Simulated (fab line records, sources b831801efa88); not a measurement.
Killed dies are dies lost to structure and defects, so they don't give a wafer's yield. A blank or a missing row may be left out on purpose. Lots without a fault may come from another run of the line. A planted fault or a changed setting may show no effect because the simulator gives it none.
fab line records | flow gf180mcu
record lots=6 wafers=18 last_day=34
route steps=602 shown TOP_METAL@568
lots that met no fault: from a run of the same line without faults
start_h: hours from the record's first day to the start of the lot's first wafer shown | wait_h: hours since the lot's step before | " the same as in the row above | L1.1+2: a row that stands for several wafers | - no value, or no start given | * or withheld: withheld | < > ~ a bound
route shown NAME@n: a module of which the file shows steps, and the number in the route of the first | usual: mean/standard deviation of fault-free wafers | same: alike in all rows | chamber/n: place in a boat | sites: the reading at each site | _std_site: their standard deviation | _edge_site: outer sites' mean less inner sites' | radius_mm: how far each site lies from the wafer's centre | mask NAME#n: copy n | behind: the tool/chamber that last shaped the wafer | hold: why the lot was held/for how many hours/how that ended | device: the transistor (n, p or np) that didn't switch | end of line: the same wafers' tests at the end of the route | a step without rows: its recipe alone | killed: dies lost to structure and defects at the first sort, not the wafer's yield | map: a wafer's dies, x killed, . not, _ none there
set.NAME: the setting as run; set.NAME@STEP: as run at that earlier step | model.NAME: the simulator's own value behind a step, which no gauge read
lots at some steps of the route; a table a step, a row a wafer
services: from which hour (start_h, from the record's first day; less than 0 if before it) a tool's chamber was out of use, for how many hours, and why
## steps
# step GF_TOP_METAL_SPUTTER_01
# recipe material=TiN target_thk_nm=30 power_w=6500 time_s=25 chamber_pressure_pa=0.4
# usual throttle_valve_pct=30.3/1.2
# columns lot.wafer tool chamber start_h wait_h throttle_valve_pct
L554.2 pvd_sputter-01 - 635.17 0.1 30.0
L554.4 " - " " 31.2
L554.6 " - " " 32.4
L558.2 pvd_sputter-03 - 667.75 0.1 29.3
L558.3 " - " " 31.0
L558.5 " - " " 31.3
L560.1 pvd_sputter-04 - 677.06 0.1 30.6
L560.2 " - " " 31.0
L560.6 " - " " 28.1
L570.1 pvd_sputter-01 - 743.22 0.1 32.6
L570.3 " - " " 30.0
L570.6 " - " " 30.3
L571.1 pvd_sputter-01 - 747.37 0.1 32.1
L571.2 " - " " 31.1
L571.5 " - " " 30.2
L577.2 pvd_sputter-01 - 785.01 0.1 29.8
L577.3 " - " " 32.3
L577.4 " - " " 31.2
# step GF_TOP_METAL_SPUTTER_02
# recipe material=AlCu target_thk_nm=900 power_w=10600 chamber_pressure_pa=0.3 substrate_temp_c=250 gas=Ar time_s=47.82
# usual throttle_valve_pct=30.3/1.2
# columns lot.wafer tool chamber start_h wait_h throttle_valve_pct
L554.2 pvd_sputter-01 - 635.20 0.0 30.0
L554.4 " - " " 30.9
L554.6 " - " " 32.5
L558.2 pvd_sputter-03 - 667.78 0.0 29.0
L558.3 " - " " 31.0
L558.5 " - " " 31.2
L560.1 pvd_sputter-04 - 677.09 0.0 30.5
L560.2 " - " " 30.7
L560.6 " - " " 28.1
L570.1 pvd_sputter-01 - 743.25 0.0 32.2
L570.3 " - " " 30.1
L570.6 " - " " 30.2
L571.1 pvd_sputter-01 - 747.40 0.0 32.3
L571.2 " - " " 30.9
L571.5 " - " " 29.9
L577.2 pvd_sputter-01 - 785.04 0.0 29.7
L577.3 " - " " 32.6
L577.4 " - " " 31.1
# step GF_TOP_METAL_SPUTTER_03
# recipe material=Ti target_thk_nm=5 substrate_temp_c=300 chamber_pressure_pa=0.3 power_w=3000 time_s=3.3
# usual throttle_valve_pct=30.3/1.2
# columns lot.wafer tool chamber start_h wait_h throttle_valve_pct
L554.2 pvd_sputter-01 - 635.25 0.0 30.3
L554.4 " - " " 30.9
L554.6 " - " " 32.4
L558.2 pvd_sputter-03 - 667.83 0.0 28.8
L558.3 " - " " 31.1
L558.5 " - " " 31.2
L560.1 pvd_sputter-04 - 677.13 0.0 30.5
L560.2 " - " " 31.2
L560.6 " - " " 28.4
L570.1 pvd_sputter-01 - 743.30 0.0 32.5
L570.3 " - " " 30.3
L570.6 " - " " 30.1
L571.1 pvd_sputter-01 - 747.44 0.0 32.3
L571.2 " - " " 31.1
L571.5 " - " " 30.3
L577.2 pvd_sputter-01 - 785.08 0.0 29.7
L577.3 " - " " 32.5
L577.4 " - " " 31.0
# step GF_TOP_METAL_SPUTTER_04
# recipe material=TiN target_thk_nm=25 power_w=6500 time_s=20.8 chamber_pressure_pa=0.4
# usual throttle_valve_pct=30.3/1.2
# columns lot.wafer tool chamber start_h wait_h throttle_valve_pct
L554.2 pvd_sputter-01 - 635.27 0.0 30.3
L554.4 " - " " 30.9
L554.6 " - " " 32.4
L558.2 pvd_sputter-03 - 667.85 0.0 28.6
L558.3 " - " " 31.1
L558.5 " - " " 31.1
L560.1 pvd_sputter-04 - 677.15 0.0 30.6
L560.2 " - " " 31.0
L560.6 " - " " 28.4
L570.1 pvd_sputter-01 - 743.31 0.0 32.3
L570.3 " - " " 30.1
L570.6 " - " " 30.2
L571.1 pvd_sputter-01 - 747.46 0.0 32.3
L571.2 " - " " 31.0
L571.5 " - " " 30.2
L577.2 pvd_sputter-01 - 785.10 0.0 29.9
L577.3 " - " " 32.4
L577.4 " - " " 31.0
# step GF_TOP_METAL_RS_MEAS_05
# recipe thk_meas_gauge=four-point-probe reads=TiN_of_TOP_METAL_SPUTTER_04+Ti_of_TOP_METAL_SPUTTER_03+AlCu_of_TOP_METAL_SPUTTER_02+TiN_of_TOP_METAL_SPUTTER_01+Ti_of_TOP_METAL_SPUTTER_00
# usual TOP_METAL_ALCU_RS=0.0329/0.00036
# columns lot.wafer tool chamber start_h wait_h TOP_METAL_ALCU_RS[ohm/sq]
L554.2 film_metro-04 - 635.31 0.0 0.0331
L554.4 " - " " 0.0330
L554.6 " - " " 0.0333
L558.2 film_metro-04 - 667.89 0.0 0.0329
L558.3 " - " " 0.0332
L558.5 " - " " 0.0330
L560.1 film_metro-02 - 677.18 0.0 0.0323
L560.2 " - " " 0.0320
L560.6 " - " " 0.0325
L570.1 film_metro-03 - 743.34 0.0 0.0332
L570.3 " - " " 0.0328
L570.6 " - " " 0.0328
L571.1 film_metro-02 - 747.49 0.0 0.0334
L571.2 " - " " 0.0333
L571.5 " - " " 0.0336
L577.2 film_metro-04 - 785.15 0.0 0.0324
L577.3 " - " " 0.0328
L577.4 " - " " 0.0324
# step GF_TOP_METAL_THK_MEAS_06
# recipe thk_meas_gauge=xrf reads=AlCu_of_TOP_METAL_SPUTTER_02
# usual TOP_METAL_ALCU_THK=898/12
# columns lot.wafer tool chamber start_h wait_h TOP_METAL_ALCU_THK[nm]
L554.2 film_metro-04 - 635.42 0.1 901
L554.4 " - " " 899
L554.6 " - " " 893
L558.2 film_metro-04 - 668.00 0.1 895
L558.3 " - " " 897
L558.5 " - " " 898
L560.1 film_metro-02 - 677.30 0.1 918
L560.2 " - " " 921
L560.6 " - " " 908
L570.1 film_metro-03 - 743.46 0.1 885
L570.3 " - " " 895
L570.6 " - " " 902
L571.1 film_metro-02 - 747.61 0.1 876
L571.2 " - " " 880
L571.5 " - " " 876
L577.2 film_metro-04 - 785.26 0.1 910
L577.3 " - " " 901
L577.4 " - " " 915
# step GF_TOP_METAL_DEHYDRATE_07
# recipe temp_c=200 time_s=60
# step GF_TOP_METAL_HMDS_08
# recipe prime_time_s=60 prime_temp_c=120
# step GF_TOP_METAL_COAT_09
# recipe resist=NOVOLAK spin_rpm=3000 resist_thk_nm=1500
# step GF_TOP_METAL_SOFTBAKE_10
# recipe temp_c=90 time_s=60 resist=NOVOLAK
# step GF_TOP_METAL_EXPOSE_11
# recipe mask_id=MetalTop target_cd_nm=440 na=0.6 source_shape=conventional sigma_outer=0.6 dose_mj=170
# step GF_TOP_METAL_PEB_12
# recipe temp_c=withheld time_s=* resist=NOVOLAK
# step GF_TOP_METAL_DEVELOP_13
# recipe develop_time_s=60 dev_temp_c=23
# usual chill_plate_temp_C=22.99/0.09 develop_time_s=60/0
# columns lot.wafer tool chamber start_h wait_h chill_plate_temp_C develop_time_s
L554.2 litho_track-04 0 655.50 0.1 22.96 60
L554.4 " 0 " " 22.96 60
L554.6 " 0 " " 23.09 60
L558.2 litho_track-02 - 686.53 0.1 - -
L558.3 " - " " - -
L558.5 " - " " - -
L560.1 litho_track-02 - 695.60 0.1 - -
L560.2 " - " " - -
L560.6 " - " " - -
L570.1 litho_track-02 0 759.50 0.1 22.94 60
L570.3 " 0 " " 22.97 60
L570.6 " 0 " " 23.06 60
L571.1 litho_track-01 0 763.54 0.1 23.04 60
L571.2 " 0 " " 23.04 60
L571.5 " 0 " " 22.95 60
L577.2 litho_track-02 0 800.13 0.1 22.98 60
L577.3 " 0 " " 22.78 60
L577.4 " 0 " " 22.88 60
# step GF_TOP_METAL_CD_MEAS_14
# recipe target_cd_nm=440
# usual cd_nm=440.2/2.8
# columns lot.wafer tool chamber start_h wait_h cd_nm
L554.2 cd_sem-01 - 655.65 0.1 441.3
L554.4 " - " " 439.0
L554.6 " - " " 439.6
L558.2 cd_sem-02 - 686.67 0.1 -
L558.3 " - " " -
L558.5 " - " " -
L560.1 cd_sem-02 - 695.75 0.1 -
L560.2 " - " " -
L560.6 " - " " -
L570.1 cd_sem-02 - 759.65 0.1 439.3
L570.3 " - " " 438.5
L570.6 " - " " 438.4
L571.1 cd_sem-01 - 763.69 0.1 445.3
L571.2 " - " " 445.6
L571.5 " - " " 444.1
L577.2 cd_sem-01 - 800.27 0.1 441.0
L577.3 " - " " 441.1
L577.4 " - " " 441.1
## services
# columns tool chamber start_h hours kind
pvd_sputter-01 - 733.72 2.2 repair
litho_track-04 - 766.87 - consumable_replace:filter
litho_track-01 - 767.77 - consumable_replace:filter
pvd_sputter-04 - 781.77 5.5 repair
pvd_sputter-03 - 794.03 0.8 repair
pvd_sputter-01 - 796.48 7.0 repair
## key
first_sign step=GF_TOP_METAL_DEVELOP_13 reading=tool_record direction=missing
effect none on later readings
met_at GF_TOP_METAL_DEVELOP_13
struck_wafers L558.2,L558.3,L558.5,L560.1,L560.2,L560.6
later_rows_left_out L558.2,L558.3,L558.5,L560.1,L560.2,L560.6
sort_left_out L558.2,L558.3,L558.5,L560.1,L560.2,L560.6
fault kind=skipped_step_whole tool=litho_track-02 chamber=- onset_h=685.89 steps=GF_TOP_METAL_DEVELOP_13 scope=struck_lots_only
# sort_left_out: the simulated sort isn't trusted on such a fault, so these wafers' sort isn't shown, and their yield isn't known
# later_rows_left_out: the simulator's readings of these wafers behind a module that went badly wrong aren't trusted and aren't shown, but for the sort
